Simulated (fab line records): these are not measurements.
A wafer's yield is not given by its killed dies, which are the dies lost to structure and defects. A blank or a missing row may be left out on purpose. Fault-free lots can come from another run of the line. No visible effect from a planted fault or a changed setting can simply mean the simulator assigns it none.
Matching of chambers / flow gf180mcu / GF_PASSIVATION_ETCH_11 on rie_diel-04: 4 sister chambers
The step etches the open film in CF4/O2, stops on TiN, target depth 2040 nm, time 453.3 s. 4 wafers are shown with their chamber, then 7 later ones without.

== WAFERS WITH THEIR CHAMBER ==
wafer=L158.6; chamber=0; drypump_motor_current_A (A)=5.4
wafer=L159.4; chamber=2; drypump_motor_current_A (A)=6.1
wafer=L160.2; chamber=1; drypump_motor_current_A (A)=6.1
wafer=L160.5; chamber=3; drypump_motor_current_A (A)=5.0

== WAFERS MISSING THEIR CHAMBER ==
wafer=L160.6; drypump_motor_current_A (A)=5.4
wafer=L169.1; drypump_motor_current_A (A)=5.4
wafer=L169.2; drypump_motor_current_A (A)=5.0
wafer=L169.3; drypump_motor_current_A (A)=6.1
wafer=L177.1; drypump_motor_current_A (A)=5.1
wafer=L177.5; drypump_motor_current_A (A)=6.0
wafer=L177.6; drypump_motor_current_A (A)=5.0

== WHICH CHAMBER EACH WENT THROUGH ==
wafer=L160.6; from the rows above=0; in truth=0
wafer=L169.1; from the rows above=0; in truth=0
wafer=L169.2; from the rows above=3; in truth=3
wafer=L169.3; from the rows above=can't be placed: 1 or 2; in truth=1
wafer=L177.1; from the rows above=3; in truth=3
wafer=L177.5; from the rows above=can't be placed: 1 or 2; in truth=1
wafer=L177.6; from the rows above=3; in truth=3
Correctly placed: 5 of 7. Not placeable from these rows: 2 (in 2, the candidates include the true chamber). Placed wrongly: 0.
How it was worked out, from the rows above alone: a wafer's distance from a chamber is the root of the sum, over the readings, of the square of ((its reading less the chamber's mean) divided by the reading's scatter). The wafer belongs to the nearest chamber; if the next one is less than 2 further off, it can't be placed. A chamber's mean is the mean of its shown wafers. The scatter: root of mean squared gap, hidden wafer to nearest shown wafer, with one shown wafer a chamber.
